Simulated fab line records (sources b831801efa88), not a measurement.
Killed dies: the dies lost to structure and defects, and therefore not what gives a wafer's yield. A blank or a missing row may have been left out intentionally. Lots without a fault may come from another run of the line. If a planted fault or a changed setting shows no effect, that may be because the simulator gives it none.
Comparing a struck lot with a sound one	flow sky130	34 steps out of a route of 708
Sound: these wafers, L276.4, L276.5, L276.6. Struck: wafers L272.1, L272.2, L272.6. The cause comes at the end.
At each step with rows: each side's tool, then ch and its chambers, then its first start. Under that, the readings that differ: sound wafers	struck wafers	difference of the means	sigmas: that difference in standard deviations of wafers without a fault.
alike: readings with means less than 2 such deviations apart, plus words and numbers identical on both sides. not compared: withheld readings, readings lacking a value on some wafer, bounds such as >300 that could conceal the same value, and numbers that have no deviation in the record and whose values overlap.
A row with sigmas, a row that says differs or no value, or rows on one side alone: a step with any of these is where the two part. When numbers do not overlap yet have no deviation, they are printed without sigmas and do not part them. A reading that every wafer of one side lacks parts them only if that side has two wafers or more.

SKY_SD_P_CD_MEAS_07 targets a cd of 380 nm.
  struck on cdSem-02, day 29 18:19; sound on cdSem-01, day 31 03:02
  alike: cdNm
SKY_SD_P_OVL_MEAS_08:
  struck on overlay-02, day 29 18:26; sound on overlay-02, day 31 03:07
  alike: SD_P_OVL
after that, 1 step had no rows for these wafers: SKY_SD_P_IMPLANT_09.
SKY_SD_P_STRIP_10: strips in O2/N2.
  sound on plasmaAsher-01 ch 0,1, day 31 03:19; struck on plasmaAsher-03 ch 0,1, day 29 18:38
  alike: drypumpMotorCurrentA, oesProductAu, stripTimeToEndpointS
  not compared: rfHoursCounterH
SKY_SD_P_TW_MEAS_11:
  struck on filmMetro-02, day 29 18:44; sound on filmMetro-03, day 31 03:25
  alike: SD_P_TW
then, 7 steps without rows for these wafers: SKY_RES_XHIGH_DEHYDRATE_00 (time 60 s); SKY_RES_XHIGH_HMDS_01 (prime time 60 s); SKY_RES_XHIGH_COAT_02 (resist thk 1140 nm); SKY_RES_XHIGH_SOFTBAKE_03 (time 60 s); SKY_RES_XHIGH_EXPOSE_04 (exposes mask URPM, target cd 1270 nm); SKY_RES_XHIGH_PEB_05; SKY_RES_XHIGH_DEVELOP_06 (develop time 60 s).
SKY_RES_XHIGH_IMPLANT_07:
  sound on implanter-04 ch 0, day 32 07:34; struck on implanter-04 ch 0, day 30 22:35
SKY_RES_XHIGH_STRIP_08: strips in O2/N2.
  sound on plasmaAsher-01 ch 0,1, day 32 07:40; struck on plasmaAsher-04 ch 0,1, day 30 22:44
reading	sound	struck	difference	sigmas
drypumpMotorCurrentA (A)	6.3 5.8 6.4	5.7 5.4 5.3	-0.7	-2
oesProductAu (a.u.)	0.713 0.713 0.714	0.676 0.685 0.690	-0.030	-6
stripTimeToEndpointS (s)	14.20 14.23 14.23	15.04 15.04 15.04	+0.82	+23
  not compared: rfHoursCounterH
SKY_RES_XHIGH_TW_MEAS_09:
  struck on filmMetro-02, day 30 23:07; sound on filmMetro-04, day 32 07:46
reading	sound	struck	difference	sigmas
RES_XHIGH_TW	1665 1660 1664	1995 1997 1999	+334	+26
then, 7 steps without rows for these wafers: SKY_SD_N_DEHYDRATE_00 (time 60 s); SKY_SD_N_HMDS_01 (prime time 60 s); SKY_SD_N_COAT_02 (resist thk 1140 nm); SKY_SD_N_SOFTBAKE_03 (time 60 s); SKY_SD_N_EXPOSE_04 (exposes mask NSDM, target cd 380 nm); SKY_SD_N_PEB_05; SKY_SD_N_DEVELOP_06 (develop time 60 s).
SKY_SD_N_CD_MEAS_07 targets a cd of 380 nm.
  struck on cdSem-01, day 32 02:14; sound on cdSem-01, day 33 10:11
  alike: cdNm
SKY_SD_N_OVL_MEAS_08:
  struck on overlay-02, day 32 02:21; sound on overlay-02, day 33 10:16
  alike: SD_N_OVL
then, 2 steps without rows for these wafers: SKY_SD_N_IMPLANT_09; SKY_SD_N_IMPLANT_10.
SKY_SD_N_STRIP_11: strips in O2/N2.
  sound on plasmaAsher-04 ch 0,1, day 33 10:37; struck on plasmaAsher-02 ch 0,1, day 32 02:41
  alike: drypumpMotorCurrentA, oesProductAu, stripTimeToEndpointS
  not compared: rfHoursCounterH
SKY_SD_N_TW_MEAS_12:
  struck on filmMetro-03, day 32 02:47; sound on filmMetro-04, day 33 10:43
  alike: SD_N_TW
then, 1 step without rows for these wafers: SKY_SD_N_CLEAN_13 (cleans in SC1/SC2, time 150 s).
SKY_SD_N_RTA_14: time 2 s.
  sound on rtpAnneal-01 ch 0, day 33 10:49; struck on rtpAnneal-01 ch 0, day 32 02:55
  alike: annealTempCMax, lampPowerPct, wafer_temp_C_max
SKY_SD_N_RS_MEAS_16: measurement is done with a four-point probe.
  struck on filmMetro-02, day 32 03:05; sound on filmMetro-03, day 33 11:01
  alike: SD_N_RS
SKY_SD_N_RS_MEAS_17: measurement is done with a four-point probe.
  struck on filmMetro-02, day 32 03:12; sound on filmMetro-03, day 33 11:08
  alike: SD_P_RS
SKY_SD_N_RS_MEAS_18: measurement is done with a four-point probe.
  struck on filmMetro-02, day 32 03:37; sound on filmMetro-03, day 33 11:16
reading	sound	struck	difference	sigmas
RES_XHIGH_RS (ohm/sq)	334.1 332.9 334.2	203.8 203.6 203.8	-130.0	-99 or more
SKY_PAD_OPEN_PROBE_99:
  the record has rows for the sound wafers here (prober-01, day 49 20:32) and none for the struck ones

## WHERE THEY PART
Earliest at SKY_RES_XHIGH_STRIP_08; latest, in this record, at SKY_PAD_OPEN_PROBE_99.

WHY: the cause the simulator had injected
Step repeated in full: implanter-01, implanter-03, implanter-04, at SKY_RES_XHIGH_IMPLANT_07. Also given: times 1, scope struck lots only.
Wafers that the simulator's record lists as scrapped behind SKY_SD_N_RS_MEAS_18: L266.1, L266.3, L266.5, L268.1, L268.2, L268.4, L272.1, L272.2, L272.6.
